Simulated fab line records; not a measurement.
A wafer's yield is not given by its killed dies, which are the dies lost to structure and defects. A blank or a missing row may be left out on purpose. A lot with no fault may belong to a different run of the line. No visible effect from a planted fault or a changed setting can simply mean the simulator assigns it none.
Which tool was responsible?    flow gf180mcu    17 wafers from 6 lots sampled at 2 of the route's 602 steps

WHAT THE GAUGES READ, wafer by wafer
GF_M4_THK_MEAS_06: measures by xrf.
lot   measured      on            M4_ALCU_THK (nm)
L652  day 23 19:10  filmMetro-01  454 448 454
L656  day 25 11:33  filmMetro-01  446 440 444
L660  day 26 05:25  filmMetro-03  453 445
L667  day 28 06:04  filmMetro-04  445 445 443
L670  day 29 03:31  filmMetro-04  453 444 448
L672  day 29 18:01  filmMetro-04  440 439 443

WHAT TOOL EACH LOT RAN ON (gives the tool, then ch and the chambers of the sampled wafers, and finally the start)
lot   GF_M4_SPUTTER_02
L652  pvdSputter-04, day 23 18:58
L656  pvdSputter-01, day 25 11:20
L660  pvdSputter-04, day 26 05:11
L667  pvdSputter-04, day 28 05:52
L670  pvdSputter-03, day 29 03:18
L672  pvdSputter-01, day 29 17:47
- GF_M4_SPUTTER_02: material AlCu, target thk 450 nm, time 23.9 s.

THE ANSWER, worked out from the rows above alone
Rule: what is usual is taken from the lots themselves. The widest of any qualifying gaps counts: lots, ordered by their means at a reading, are off when they make up no more than a third of the lots, leave a main group of 4 or more, and stand apart from it by 3 or more times the standard deviation of that group's means. The tables above print the reading to a certain number of digits; a main group whose means all agree to those digits is not used. Also off: a lot with no number at a reading for which 4 or more lots have one. All remaining lots with rows at the step are treated as sound.
Across all readings shown, no lot is off: no conclusion can be drawn from this.

WHAT THE SIMULATOR PUT IN
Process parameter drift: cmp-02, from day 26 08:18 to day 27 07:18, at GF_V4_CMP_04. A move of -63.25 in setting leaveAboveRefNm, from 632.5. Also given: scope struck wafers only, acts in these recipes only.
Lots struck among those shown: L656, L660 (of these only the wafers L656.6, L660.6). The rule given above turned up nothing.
